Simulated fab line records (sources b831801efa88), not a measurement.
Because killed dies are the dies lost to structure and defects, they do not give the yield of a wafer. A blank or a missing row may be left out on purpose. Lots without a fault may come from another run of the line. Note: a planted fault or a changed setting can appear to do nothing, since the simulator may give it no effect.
The tool behind it: which one?	flow sky130	14 lots, 42 wafers sampled, at 3 steps of a route of 708

## WHAT EACH GAUGE READ, for each wafer
SKY_LDD_HVP_OVL_MEAS_07. Usual: for LDD_HVP_OVL the level is -1.0 nm and the standard deviation is 1.5.
lot	measured	on	LDD_HVP_OVL (nm)	flag
L652	day 21 17:27	overlay-01	1.6 1.4 0.5	
L654	day 22 05:35	overlay-01	0.0 -2.8 -1.0	
L653	day 22 06:18	overlay-02	-2.3 -2.0 -1.8	
L656	day 23 04:12	overlay-01	-1.1 -1.0 0.1	
L658	day 23 18:44	overlay-02	0.2 1.7 0.0	
L659	day 25 00:38	overlay-01	-2.5 -3.2 -2.1	
L660	day 25 01:20	overlay-02	-0.5 0.5 -1.9	
L661	day 25 12:51	overlay-01	-3.4 -5.5 -4.0	
L663	day 26 06:20	overlay-01	-0.6 0.3 0.3	
L668	day 28 07:05	overlay-02	-3.2 -1.3 -2.4	
L670	day 28 19:00	overlay-02	-1.1 -2.1 -2.4	
L672	day 28 19:17	overlay-01	-1.0 -0.4 0.1	
L674	day 29 14:02	overlay-02	1.2 -0.1 -0.2	
L675	day 29 15:05	overlay-01	-3.2 -2.2 -1.6	

SKY_LI_CONTACT_CD_MEAS_12: target cd 170 nm. Usual: cd-nm reads 169.7 nm (standard deviation 1.2).
lot	measured	on	cd-nm (nm)	flag
L652	day 29 05:00	cd-sem-01	169.9 168.2 168.3	
L654	day 29 16:26	cd-sem-01	168.6 169.8 168.4	
L653	day 29 18:15	cd-sem-02	169.8 170.5 169.8	
L656	day 30 15:29	cd-sem-01	169.9 169.2 167.7	
L658	day 31 03:25	cd-sem-01	170.3 170.9 172.3	
L659	day 32 06:23	cd-sem-01	168.7 169.6 168.9	
L660	day 32 08:17	cd-sem-01	168.2 168.4 169.4	
L661	day 32 17:43	cd-sem-01	170.1 171.5 169.9	
L663	day 33 10:08	cd-sem-02	169.8 170.5 169.0	
L668	day 35 08:11	cd-sem-02	171.3 170.1 169.6	
L670	day 35 19:39	cd-sem-01	168.7 169.0 170.8	
L672	day 35 19:58	cd-sem-02	169.9 170.8 168.6	
L674	day 36 12:18	cd-sem-01	168.6 169.7 169.3	
L675	day 36 13:14	cd-sem-02	170.1 171.3 171.2	

## EACH LOT AND THE TOOL THAT RAN IT (in order: tool; ch and the chambers of the sampled wafers; start)
lot	SKY_SD_N_SOFTBAKE_03
L652	litho-track-04 ch 0, day 27 08:51
L654	litho-track-01 ch 0, day 27 21:05
L653	litho-track-02 ch 0, day 27 22:19
L656	litho-track-04 ch 0, day 28 19:51
L658	litho-track-02 ch 0, day 29 09:08
L659	litho-track-02 ch 0, day 30 11:05
L660	litho-track-02 ch 0, day 30 13:53
L661	litho-track-04 ch 0, day 30 22:54
L663	litho-track-02 ch 0, day 31 15:59
L668	litho-track-02 ch 0, day 33 15:05
L670	litho-track-02 ch 0, day 34 02:17
L672	litho-track-01 ch 0, day 34 02:31
L674	litho-track-04 ch 0, day 34 19:33
L675	litho-track-04 ch 0, day 34 20:08
- SKY_SD_N_SOFTBAKE_03: time 60 s.

## WHAT THE TOOLS THEMSELVES READ (means of the sampled wafers that have a number; where no wafer has one, the mark that the record gives instead)
SKY_SD_N_SOFTBAKE_03. Usual: heater-power-total-W 56.60 W, standard deviation 0.047; plate-temp-C 89.99 C, standard deviation 0.13.
lot	tool	heater-power-total-W (W)	plate-temp-C (C)	flag
L652	litho-track-04	56.58	89.95	
L654	litho-track-01	56.58	90.05	
L653	litho-track-02	56.62	89.96	
L656	litho-track-04	56.62	90.04	
L658	litho-track-02	56.60	90.21	
L659	litho-track-02	56.60	90.00	
L660	litho-track-02	56.63	90.09	
L661	litho-track-04	56.57	89.79	
L663	litho-track-02	56.58	89.81	
L668	litho-track-02	57.44	90.93	OFF
L670	litho-track-02	57.44	91.10	OFF
L672	litho-track-01	56.58	90.15	
L674	litho-track-04	56.66	89.91	
L675	litho-track-04	56.59	90.01	

## THE ANSWER, worked out from the rows above alone
Rule: lot off if the mean of its wafers having a number is beyond 3 standard deviations from the usual mean. A lot without any number at a reading at which 4 lots or more have one is off too. Any other lot the step has rows for is counted as sound. First the gauges in route order, then the tools' own readings, where a lot's mean is used as printed above. At the first step where some lot is off, the reading lying furthest off is the one used; lots without a number count as furthest.
Off: L668, L670 (SKY_SD_N_SOFTBAKE_03, heater-power-total-W).
If a tool, at that step or one of the process steps before it, ran each lot that is off and ran no sound lot following the first of them, it fits. One fits: SKY_SD_N_SOFTBAKE_03 on litho-track-02. A fault onset in the window from L663 (day 31 15:59, its last sound lot) to L668 (day 33 15:05, its first lot off) fits.
The tool's own readings at SKY_SD_N_SOFTBAKE_03 bear it out: on the lots that are off they differ by more than 5 times the standard deviation of the sound lots' means. heater-power-total-W reads 57.44 W there against 56.60 W on the sound lots; plate-temp-C reads 91.02 C there against 90.00 C on the sound lots.

## WHAT WAS PUT IN BY THE SIMULATOR
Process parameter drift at SKY_SD_N_SOFTBAKE_03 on litho-track-02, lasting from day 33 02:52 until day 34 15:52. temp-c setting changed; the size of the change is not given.
Shown lots that were struck: L668, L670. The rule above found the same.
